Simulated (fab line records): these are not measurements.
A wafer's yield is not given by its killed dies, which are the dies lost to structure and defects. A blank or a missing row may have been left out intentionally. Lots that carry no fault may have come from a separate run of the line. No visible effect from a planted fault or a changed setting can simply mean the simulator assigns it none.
Struck lot and sound lot, side by side -- flow sfq line -- 43 out of 325 route steps
Sound: these wafers, L599.2, L599.3, L599.4. Struck: wafers L602.3, L602.4, L602.6. The cause comes at the end.
Each step with rows lists, per side, the tool, then ch with its chambers, then its first start. Under that, the readings that differ: sound wafers -- struck wafers -- difference of the means -- sigmas: that difference in standard deviations of wafers without a fault.
alike: readings whose means differ by less than 2 such deviations, and words and numbers that are the same on both sides. not compared: withheld readings, readings that some wafer has no value for, bounds like >300 that may hide the same value, and numbers for which the record gives no deviation and whose values overlap.
The two part at a step that has a row with sigmas, a row that says differs or no value, or rows on one side only. Numbers that have no deviation but don't overlap get no sigmas and don't part them. A reading that every wafer of one side lacks parts them only if that side has two wafers or more.

first, 6 steps without rows for these wafers: SFQ_TRILAYER_M4_LITHO_COAT_098 (resist thk 62 nm); SFQ_TRILAYER_M4_LITHO_COAT_093 (resist thk 600 nm); SFQ_TRILAYER_M4_LITHO_SOFTBAKE_097; SFQ_TRILAYER_M4_LITHO_EXPOSE_094 (exposes mask M4, target cd 500 nm); SFQ_TRILAYER_M4_LITHO_PEB_096 (peb time 60 s); SFQ_TRILAYER_M4_LITHO_DEVELOP_095 (time 60 s).
SFQ_M4_OVL_MEAS_926:
  sound on overlay-02 at day 44 08:29; struck on overlay-01 at day 51 12:28
  alike: M4_OVL
SFQ_TRILAYER_M4_BARC_OPEN_METAL_ETCH_123: etches BARC in O2, target depth 125 nm, time 41.7 s.
  sound on rie metal-04 ch 0,1, day 44 08:31; struck on rie metal-04 ch 0,1, day 51 12:31
  alike: chamber pressure mTorr, drypump motor current A, oes product au
  not compared: rf hours counter h
then, 4 steps without rows for these wafers: SFQ_TRILAYER_M4_ETCH_METAL_ETCH_096 (etches Nb in Cl2/Ar, stops on SiO2, target depth 240 nm, time 120 s); SFQ_TRILAYER_M4_STRIP_STRIP_097 (strips in O2); SFQ_TRILAYER_M4_STRIP_SOLV_CLEAN_098 (cleans in NMP, time 600 s); SFQ_TRILAYER_I4_DEP_PECVD_099 (deposits SiO2 from SiH4/N2O, time 111.11 s, target thk 500 nm).
SFQ_TRILAYER_I4_CMP_CMP_100: polishes SiO2.
  sound on cmp-02 ch 0,2,3, day 44 11:50; struck on cmp-02 ch 0,2, day 51 13:33
reading,sound,struck,difference,sigmas
time to endpoint s (s),213 214 213,252 258 265,+45,+7
model.SiO2_of_TRILAYER_I4_DEP_PECVD_099.thk nm (nm),198.8 201.4 200.3,151.2 150.1 150.4,-49.6,
  alike: motor current A
SFQ_I4_BOW_MEAS_927:
  sound on film metro-02 at day 44 14:51; struck on film metro-03 at day 51 16:35
  alike: I4_BOW
SFQ_TRILAYER_I4_METRO_MEASURE_101:
  sound on film metro-02 at day 44 15:09; struck on film metro-03 at day 51 17:04
reading,sound,struck,difference,sigmas
thk nm (nm),198.9 201.3 200.4,151.2 150.2 150.3,-49.6,-50
then, 6 steps without rows for these wafers: SFQ_TRILAYER_I4_VIA_LITHO_COAT_108 (resist thk 62 nm); SFQ_TRILAYER_I4_VIA_LITHO_COAT_103 (resist thk 658.7 nm); SFQ_TRILAYER_I4_VIA_LITHO_SOFTBAKE_107; SFQ_TRILAYER_I4_VIA_LITHO_EXPOSE_104 (exposes mask I4, target cd 700 nm); SFQ_TRILAYER_I4_VIA_LITHO_PEB_106 (peb time 60 s); SFQ_TRILAYER_I4_VIA_LITHO_DEVELOP_105 (time 60 s).
SFQ_I4_OVL_MEAS_928:
  sound on overlay-01 at day 50 01:07; struck on overlay-01 at day 51 20:08
reading,sound,struck,difference,sigmas
I4_OVL (nm),-11 -12 -12,-7 -3 4,+10,+2
SFQ_TRILAYER_I4_VIA_BARC_OPEN_VIA_ETCH_146: etches BARC in O2, target depth 125 nm, time 41.7 s.
  sound on rie diel-03 ch 0,1,3, day 50 01:09; struck on rie diel-03 ch 1,2, day 51 20:10
  alike: chamber pressure mTorr, drypump motor current A, oes product au
  not compared: rf hours counter h
SFQ_TRILAYER_I4_VIA_ETCH_VIA_ETCH_106: etches SiO2 in CHF3, stops on Nb, target depth 260 nm.
  sound on rie diel-03 ch 0,1,3, day 50 01:11; struck on rie diel-03 ch 1,2, day 51 20:12
reading,sound,struck,difference,sigmas
oes product au (a.u.),0.855 0.851 0.860,0.736 0.742 0.735,-0.118,-24
model.etch.depth nm (nm),198.8 201.4 200.3,151.2 150.1 150.4,-49.6,
model.I4.feature depth nm (nm),198.8 201.4 200.3,151.2 150.1 150.4,-49.6,
  alike: chamber pressure mTorr, drypump motor current A
SFQ_TRILAYER_I4_VIA_STRIP_STRIP_107: strips in O2.
  sound on rie metal-03 ch 0,1, day 50 01:18; struck on rie metal-02 ch 0,1, day 51 20:31
  alike: chamber pressure mTorr, drypump motor current A, oes product au
  not compared: rf hours counter h
then, 3 steps without rows for these wafers: SFQ_TRILAYER_I4_VIA_STRIP_SOLV_CLEAN_108 (cleans in NMP, time 600 s); SFQ_TRILAYER_JJ_TRILAYER_DEP_PRE_CLEAN_113 (time 22.5 s); SFQ_TRILAYER_JJ_TRILAYER_DEP_SPUTTER_109 (material Nb, target thk 150 nm, time 100 s).
SFQ_TRILAYER_JJ_TRILAYER_DEP_SPUTTER_110: material Al, target thk 8 nm, time 10 s.
  sound on pvd sputter-05 at day 50 02:10; struck on pvd sputter-05 at day 51 21:11
  alike: throttle valve pct
then, 1 step without rows for these wafers: SFQ_TRILAYER_JJ_TRILAYER_DEP_AL_OXIDATION_111 (oxidation time 600 s).
SFQ_TRILAYER_JJ_TRILAYER_DEP_SPUTTER_112: material Nb, target thk 170 nm, time 113.3 s.
  sound on pvd sputter-05 at day 50 03:12; struck on pvd sputter-05 at day 51 22:13
  alike: throttle valve pct
SFQ_JJ_RS_MEAS_929: the measuring method here is four-point-probe.
  sound on film metro-03 at day 50 03:18; struck on film metro-04 at day 51 22:20
  alike: JJ_NB_RS
then, 6 steps without rows for these wafers: SFQ_TRILAYER_JJ_CE_LITHO_COAT_119 (resist thk 62 nm); SFQ_TRILAYER_JJ_CE_LITHO_COAT_114 (resist thk 608.3 nm); SFQ_TRILAYER_JJ_CE_LITHO_SOFTBAKE_118; SFQ_TRILAYER_JJ_CE_LITHO_EXPOSE_115 (exposes mask J5, target cd 700 nm); SFQ_TRILAYER_JJ_CE_LITHO_PEB_117 (peb time 60 s); SFQ_TRILAYER_JJ_CE_LITHO_DEVELOP_116 (time 60 s).
SFQ_JJ_OVL_MEAS_931:
  sound on overlay-02 at day 51 06:55; struck on overlay-01 at day 52 02:22
  alike: J5_OVL
then, 2 steps without rows for these wafers: SFQ_TRILAYER_JJ_CE_METRO_MEASURE_117; SFQ_TRILAYER_JJ_CE_BARC_OPEN_RIE_150 (chemistry O2, target BARC, target depth 240 nm, time 80 s).
-- the record jumps here: 6 days lie between the struck wafers' starts before and after --
SFQ_TRILAYER_M5_ETCH_METAL_ETCH_126: etches Nb in Cl2/BCl3, stops on SiO2, time 203.2 s, target depth 265 nm.
  sound on rie metal-03 ch 0,1, day 56 20:28; struck on rie metal-01 ch 0,1, day 57 15:59
reading,sound,struck,difference,sigmas
model.SiO2_of_TRILAYER_I4_DEP_PECVD_099.thk nm (nm),178.9 181.6 180.7,131.3 130.1 130.5,-49.8,
  alike: chamber pressure mTorr, drypump motor current A, oes product au
  not compared: rf hours counter h
-- the record jumps here: 30 days lie between the struck wafers' starts before and after --
SFQ_M8_BOW_MEAS_951:
  sound on film metro-04 at day 86 05:23; struck on film metro-03 at day 87 11:46
  alike: M8_BOW
  not compared: model.etest.i4.link ohm

WHERE THEY PART
Earliest at SFQ_TRILAYER_I4_CMP_CMP_100; latest, in this record, at SFQ_TRILAYER_I4_VIA_ETCH_VIA_ETCH_106. Later steps at which nothing parts them and some readings are alike: SFQ_TRILAYER_I4_VIA_STRIP_STRIP_107, SFQ_TRILAYER_JJ_TRILAYER_DEP_SPUTTER_110, SFQ_TRILAYER_JJ_TRILAYER_DEP_SPUTTER_112, SFQ_JJ_RS_MEAS_929, SFQ_JJ_OVL_MEAS_931, SFQ_TRILAYER_M5_ETCH_METAL_ETCH_126, SFQ_M8_BOW_MEAS_951.

WHY: what the simulator had put in
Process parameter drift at SFQ_TRILAYER_I4_CMP_CMP_100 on cmp-02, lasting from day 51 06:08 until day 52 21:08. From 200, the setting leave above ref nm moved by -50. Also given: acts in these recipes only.
